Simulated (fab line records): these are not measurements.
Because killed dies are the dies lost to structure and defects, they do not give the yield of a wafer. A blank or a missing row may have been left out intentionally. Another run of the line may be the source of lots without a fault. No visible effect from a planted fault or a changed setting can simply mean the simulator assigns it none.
Chamber matching -- flow sky130 -- cmp-02 running SKY_VIA4_CMP_02: 4 sister chambers
The step polishes SiO2. 4 wafers are shown with their chamber, then 7 later ones without.

## WAFERS WITH THEIR CHAMBER
wafer,chamber,motor current A (A)
L077.4,0,13.8
L078.6,1,14.0
L088.1,2,14.7
L088.3,3,14.9

## WAFERS WHOSE CHAMBER IS MISSING
wafer,motor current A (A)
L088.4,13.7
L092.1,14.6
L092.3,14.3
L092.5,14.5
L093.3,15.1
L093.4,14.2
L093.6,13.3

## EACH ONE'S CHAMBER
wafer,from the rows above,in truth
L088.4,can't be placed: 0 or 1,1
L092.1,can't be placed: 2 or 3 or 1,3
L092.3,can't be placed: 1 or 2 or 0 or 3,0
L092.5,can't be placed: 2 or 3 or 1 or 0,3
L093.3,can't be placed: 3 or 2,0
L093.4,can't be placed: 1 or 0 or 2 or 3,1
L093.6,can't be placed: 0 or 1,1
Placed correctly: 0 of 7. Can't be placed from these rows: 7 (the true chamber is among the candidates in 6). Placed wrongly: 0.
How it was worked out, from the rows above alone: a wafer's distance from a chamber is the root of the sum, over the readings, of the square of ((its reading less the chamber's mean) divided by the reading's scatter). The wafer belongs to the nearest chamber; if the next one is less than 2 further off, it can't be placed. The mean given for a chamber averages the wafers shown for that chamber. The scatter: root of mean squared gap, hidden wafer to nearest shown wafer, with one shown wafer a chamber.
